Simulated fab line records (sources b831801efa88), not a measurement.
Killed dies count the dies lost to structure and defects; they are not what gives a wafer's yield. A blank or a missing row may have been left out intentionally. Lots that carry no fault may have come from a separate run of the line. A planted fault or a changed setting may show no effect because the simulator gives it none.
fab line records | flow sky130
record lots=11 wafers=33 lastDay=50
route steps=708 shown FIELD_ISO@28 SONOS_ONO@168 LI_CONTACT@378 CONTACT@425
lots with no fault: from the same line, run without faults
startH: hours from the record's first day to the start of the lot's first wafer shown | waitH: hours since the lot's step before | " the same as in the row above | L1.1+2: a row that stands for several wafers | - value missing, or start not given | * or withheld: withheld | < > ~ a bound
route shown NAME@n: NAME is a module with steps in the file, n the number in the route of the first one | usual: mean/standard deviation taken from wafers without a fault | same: alike in all rows | chamber/n: place in a boat | sites: each site's reading | _std_site: the standard deviation of these | _edge_site: inner sites' mean taken away from outer sites' mean | radiusMm: for every site, how far away it sits from the centre of the wafer | mask NAME#n: copy n | behind: the tool/chamber that last shaped the wafer | hold: why the lot was held/for how many hours/how that ended | device: whichever transistor did not switch (one of n, p or np) | end of line: tests of these same wafers at the route's end | a step with no rows: only its recipe | killed: not the wafer's yield, but the dies lost to structure and defects at the first sort | map: a wafer's dies, marking killed ones x, the rest . and places with no die _
set.NAME: the run value of the setting; set.NAME@STEP: its run value at that earlier step | model.NAME: the simulator's own value behind a step, which no gauge read
steps of the route over a sample of lots; a table a step, a row a wafer
services: the hour from which a tool's chamber was out of use, counted from the record's first day as startH (under 0 if before that day), plus the number of hours and why
## steps
# step SKY_FIELD_ISO_CMP_27
# recipe stopOn=Si3N4 tOverpolishS=16 downForcePsi=4 platenRpm=60 targetThkNm=457.8 padVelocityMS=0.94248
# usual motorCurrentA=12.2/1.2 overpolishRunS=16.000/0.0095 slurryFilterDpKPa=13.52/0.15 timeToEndpointS=112/3.6
# columns lot.wafer tool chamber startH waitH motorCurrentA overpolishRunS slurryFilterDpKPa timeToEndpointS
L319.4 cmp-01 3 35.58 0.1 12.1 16.005 13.51 117
L319.2 " 0 " " 12.4 15.995 13.48 119
L319.3 " 1 " " 11.8 16.004 13.44 115
L323.1 cmp-01 3 55.80 0.1 11.7 15.971 13.58 107
L323.3 " 0 " " 12.0 16.002 13.23 112
L323.6 " 2 " " 14.9 15.992 13.70 111
L324.2 cmp-01 0 59.77 0.0 11.6 15.997 13.62 117
L324.1 " 1 " " 12.0 16.008 13.22 112
L324.6 " 0 " " 12.0 16.002 13.41 114
L325.3 cmp-01 1 63.13 0.0 12.7 16.001 13.55 112
L325.6 " 1 " " 12.5 15.998 13.68 110
L325.5 " 2 " " 15.0 15.994 13.36 115
L331.3 cmp-01 3 97.20 0.1 11.0 15.996 13.34 113
L331.1 " 1 " " 12.3 15.996 13.54 110
L331.6 " 3 " " 11.4 15.981 13.52 109
L332.2 cmp-01 0 103.18 0.1 12.6 16.018 13.38 105
L332.4 " 2 " " 14.3 16.002 13.78 112
L332.6 " 3 " " 11.7 16.010 13.51 108
L333.3 cmp-02 1 105.38 0.0 11.0 16.006 13.53 116
L333.1 " 3 " " 12.0 16.015 13.63 113
L333.6 " 1 " " 11.1 15.996 13.63 114
L335.4 cmp-02 1 118.05 0.1 11.4 16.002 13.69 111
L335.6 " 2 " " 11.2 16.016 13.56 112
L335.5 " 3 " " 11.5 15.997 13.65 109
L340.1 cmp-02 1 143.24 0.0 11.4 16.010 13.49 114
L340.6 " 1 " " 10.6 16.014 13.78 117
L340.5 " 2 " " 10.7 15.998 13.15 113
L341.3 cmp-01 2 150.15 0.1 15.5 16.018 13.42 113
L341.2 " 0 " " 12.2 16.011 13.31 110
L341.5 " 1 " " 12.1 15.993 13.34 114
L342.1 cmp-02 0 157.29 0.1 12.7 15.999 13.33 113
L342.6 " 2 " " 10.7 16.007 13.61 115
L342.5 " 3 " " 11.4 15.998 13.56 114
# step SKY_SONOS_ONO_OXIDATION_00
# recipe tempC=800 ambient=O2 idleTempC=700 rampUpCPerMin=10 rampDownCPerMin=3 stabiliseS=600 purgeS=300 targetThkA=26 oxTimeS=1249
# usual oxTempC=800.1/0.35 oxTempCMax=803.2/0.87
# columns lot.wafer tool chamber startH waitH oxTempC oxTempCMax
L319.2 furnace-02 0 255.12 0.7 799.9 804.0
L319.3 " 0 " " 800.0 803.2
L319.4 " 0 " " 799.6 802.7
L323.1 furnace-02 0 290.41 1.3 799.7 803.3
L323.3 " 0 " " 800.4 804.0
L323.6 " 0 " " 800.0 803.9
L324.1 furnace-02 0 295.84 1.6 800.8 804.8
L324.2 " 0 " " 800.3 803.9
L324.6 " 0 " " 800.5 804.3
L325.3 furnace-02 0 298.70 1.2 799.9 804.1
L325.5 " 0 " " 799.9 804.0
L325.6 " 0 " " 800.3 804.5
L331.1 furnace-01 0 355.22 6.4 800.1 802.8
L331.3 " 0 " " 800.1 802.4
L331.6 " 0 " " 799.5 802.1
L332.2 furnace-01 0 365.41 7.8 799.9 802.9
L332.4 " 0 " " 800.0 802.2
L332.6 " 0 " " 800.0 802.4
L333.1 furnace-01 0 365.41 2.9 799.7 801.8
L333.3 " 0 " " 799.9 801.9
L333.6 " 0 " " 800.0 802.6
L335.4 furnace-01 0 386.09 6.9 800.2 802.6
L335.5 " 0 " " 799.8 802.5
L335.6 " 0 " " 799.7 801.5
L340.1 furnace-02 0 418.68 2.4 799.6 803.4
L340.5 " 0 " " 800.8 805.1
L340.6 " 0 " " 799.9 804.0
L341.2 furnace-02 0 428.80 1.3 800.2 803.1
L341.3 " 0 " " 800.6 804.1
L341.5 " 0 " " 800.4 803.5
L342.1 furnace-02 0 436.96 0.0 799.9 803.6
L342.5 " 0 " " 799.8 804.3
L342.6 " 0 " " 799.6 804.1
# step SKY_SONOS_ONO_THK_MEAS_01
# recipe reads=SiO2_of_SONOS_ONO_OXIDATION_00
# usual SONOS_ONO_OXIDATION_THK=2.58/0.058
# columns lot.wafer tool chamber startH waitH SONOS_ONO_OXIDATION_THK[nm]
L319.2 filmMetro-03 - 256.48 0.0 2.49
L319.3 " - " " 2.49
L319.4 " - " " 2.49
L323.1 filmMetro-01 - 291.76 0.0 3.02
L323.3 " - " " 2.93
L323.6 " - " " 2.96
L324.1 filmMetro-01 - 297.19 0.0 2.92
L324.2 " - " " 2.91
L324.6 " - " " 2.98
L325.3 filmMetro-01 - 300.07 0.0 2.96
L325.5 " - " " 2.95
L325.6 " - " " 2.95
L331.1 filmMetro-01 - 356.56 0.0 2.64
L331.3 " - " " 2.61
L331.6 " - " " 2.67
L332.2 filmMetro-03 - 366.77 0.0 2.53
L332.4 " - " " 2.63
L332.6 " - " " 2.50
L333.1 filmMetro-01 - 366.81 0.1 2.57
L333.3 " - " " 2.53
L333.6 " - " " 2.53
L335.4 filmMetro-03 - 387.47 0.0 2.52
L335.5 " - " " 2.58
L335.6 " - " " 2.60
L340.1 filmMetro-01 - 420.02 0.0 2.62
L340.5 " - " " 2.71
L340.6 " - " " 2.70
L341.2 filmMetro-03 - 430.15 0.0 2.67
L341.3 " - " " 2.65
L341.5 " - " " 2.67
L342.1 filmMetro-01 - 438.30 0.0 2.68
L342.5 " - " " 2.60
L342.6 " - " " 2.57
# step SKY_LI_CONTACT_STRIP_16
# recipe chemistry=O2/N2 powerW=1400 pressureMtorr=1500 platenTempC=withheld o2FlowSccm=3000 n2FlowSccm=300 overashFraction=0.5
# usual drypumpMotorCurrentA=5.8/0.36 oesProductAu=0.376/0.0044 stripTimeToEndpointS=3.495/0.023
# columns lot.wafer tool chamber startH waitH drypumpMotorCurrentA oesProductAu rfHoursCounterH stripTimeToEndpointS
L319.2 plasmaAsher-04 0 686.90 - 5.5 0.383 104 3.509
L319.3 " 1 " " 5.7 0.369 - 3.487
L319.4 " 0 " " 5.5 0.378 - 3.498
L324.1 plasmaAsher-03 1 727.42 - 5.4 0.376 30 3.457
L324.2 " 0 " " 5.4 0.369 30 3.458
L324.6 " 0 " " 5.4 0.372 - 3.476
L323.1 plasmaAsher-02 0 727.92 - 6.4 0.383 86 3.509
L323.3 " 0 " " 6.4 0.372 - 3.514
L323.6 " 1 " " 5.9 0.381 - 3.536
L325.3 plasmaAsher-02 0 728.43 - 6.4 0.371 - 3.469
L325.5 " 0 " " 6.4 0.381 - 3.522
L325.6 " 1 " " 5.9 0.377 - 3.497
L331.1 plasmaAsher-02 0 789.15 - 6.4 0.369 92 3.525
L331.3 " 1 " " 5.9 0.375 - 3.518
L331.6 " 1 " " 5.9 0.374 - 3.508
L333.1 plasmaAsher-04 0 808.95 - 5.6 0.377 6 3.482
L333.3 " 0 " " 5.6 0.375 - 3.521
L333.6 " 1 " " 5.7 0.379 - 3.495
L332.2 plasmaAsher-04 1 810.40 - 5.7 0.377 6 3.510
L332.4 " 1 " " 5.7 0.367 - 3.506
L332.6 " 1 " " 5.7 0.373 - 3.494
L335.4 plasmaAsher-02 1 811.68 - 5.9 0.375 - 3.516
L335.5 " 1 " " 5.9 0.375 - 3.509
L335.6 " 0 " " 6.4 0.375 - 3.540
L340.1 plasmaAsher-04 1 843.12 - 5.7 0.379 8 3.508
L340.5 " 1 " " 5.7 0.378 - 3.535
L340.6 " 0 " " 5.6 0.372 - 3.560
L341.2 plasmaAsher-02 1 852.92 - 5.9 0.375 99 3.490
L341.3 " 0 " " 6.4 0.372 - 3.510
L341.5 " 1 " " 5.9 0.372 - 3.495
L342.1 plasmaAsher-03 0 856.82 - 5.4 0.373 43 3.500
L342.5 " 1 " " 5.4 0.379 - 3.494
L342.6 " 0 " " 5.4 0.367 - 3.504
# step SKY_CONTACT_STRIP_19
# recipe chemistry=O2/N2 powerW=1400 pressureMtorr=1500 platenTempC=withheld o2FlowSccm=3000 n2FlowSccm=300 overashFraction=0.5
# usual drypumpMotorCurrentA=5.7/0.42 oesProductAu=0.381/0.0053 stripTimeToEndpointS=3.628/0.027
# columns lot.wafer tool chamber startH waitH drypumpMotorCurrentA oesProductAu rfHoursCounterH stripTimeToEndpointS
L319.2 plasmaAsher-02 1 745.33 - 5.9 0.388 88 3.670
L319.3 " 0 " " 6.4 0.379 - 3.622
L319.4 " 1 " " 5.9 0.378 - 3.629
L324.1 plasmaAsher-02 0 784.77 - 6.4 0.388 92 3.612
L324.2 " 1 " " 5.9 0.373 92 3.631
L324.6 " 1 " " 5.9 0.382 - 3.633
L323.1 plasmaAsher-02 0 785.35 - 6.4 0.380 92 3.619
L323.3 " 0 " " 6.4 0.382 - 3.593
L323.6 " 0 " " 6.4 0.379 - 3.597
L325.3 plasmaAsher-03 0 785.60 - 5.4 0.379 - 3.657
L325.5 " 1 " " 5.4 0.380 - 3.684
L325.6 " 0 " " 5.4 0.372 - 3.657
L331.1 plasmaAsher-03 1 845.88 - 5.4 0.392 43 3.620
L331.3 " 1 " " 5.4 0.366 - 3.575
L331.6 " 0 " " 5.4 0.374 - 3.598
L333.1 plasmaAsher-03 0 863.88 - 5.4 0.387 44 3.615
L333.3 " 0 " " 5.4 0.387 - 3.578
L333.6 " 1 " " 5.4 0.383 - 3.632
L332.2 plasmaAsher-03 0 865.96 - 5.4 0.383 44 3.596
L332.4 " 1 " " 5.4 0.380 - 3.630
L332.6 " 1 " " 5.4 0.377 - 3.650
L335.4 plasmaAsher-03 0 867.99 - 5.4 0.382 - 3.609
L335.5 " 0 " " 5.4 0.380 - 3.643
L335.6 " 1 " " 5.4 0.370 - 3.611
L340.1 plasmaAsher-02 1 898.26 - 5.9 0.372 103 3.621
L340.5 " 0 " " 6.4 0.381 - 3.586
L340.6 " 1 " " 5.9 0.378 - 3.622
L341.2 plasmaAsher-01 0 908.36 - 5.0 0.374 75 3.632
L341.3 " 0 " " 5.0 0.387 - 3.646
L341.5 " 1 " " 6.0 0.374 - 3.657
L342.1 plasmaAsher-03 0 910.91 - 5.4 0.382 49 3.649
L342.5 " 0 " " 5.3 0.378 - 3.666
L342.6 " 1 " " 5.4 0.380 - 3.636
## services
# columns tool chamber startH hours kind
plasmaAsher-03 - 14.39 28.1 pm
furnace-02 - 22.35 3.8 pm
plasmaAsher-02 - 35.18 2.1 repair
furnace-02 - 62.69 3.3 pm
cmp-01 - 64.00 4.0 pm
cmp-01 - 68.00 5.8 pm
plasmaAsher-02 - 109.33 1.5 repair
cmp-01 - 111.94 0.7 repair
plasmaAsher-02 - 122.32 58.8 repair
cmp-01 - 130.38 0.5 repair
cmp-01 - 152.23 1.0 repair
plasmaAsher-03 - 208.25 1.2 repair
plasmaAsher-03 - 236.83 0.5 repair
plasmaAsher-03 - 274.50 0.9 repair
plasmaAsher-03 - 421.25 9.0 pm
plasmaAsher-03 - 431.08 2.7 repair
plasmaAsher-02 - 477.91 0.9 repair
plasmaAsher-02 - 560.32 1.0 repair
plasmaAsher-02 - 610.15 0.9 repair
plasmaAsher-02 - 738.62 2.1 repair
plasmaAsher-03 - 745.77 2.1 repair
plasmaAsher-03 - 852.45 2.8 pm
plasmaAsher-02 - 881.36 1.2 repair
plasmaAsher-02 - 908.21 11.7 repair
## key
firstSign step=SKY_SONOS_ONO_THK_MEAS_01 reading=SONOS_ONO_OXIDATION_THK direction=up sigmas=6.4 usual=2.58 struck=2.95
effect none on later readings
metAt SKY_SONOS_ONO_OXIDATION_00
struckLots L323,L324,L325
testerLeftOut L323,L324,L325
notActingAt SKY_FIELD_ISO_CMP_27,SKY_LI_CONTACT_STRIP_16,SKY_CONTACT_STRIP_19
onsetBetween 255.12 290.41
fault kind=processParameterDrift tool=furnace-02 chamber=- onsetH=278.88 steps=SKY_SONOS_ONO_OXIDATION_00 channel=oxTimeS offset=* shape=step endH=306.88 actsIn=* stated=*
# testerLeftOut: of these lots the tester's yield and bins aren't shown, on N5 and GAA mostly nor the transistor test; their killed dies are dies lost to structure and defects alone, not to doping, threshold or leakage, so they don't give the yield
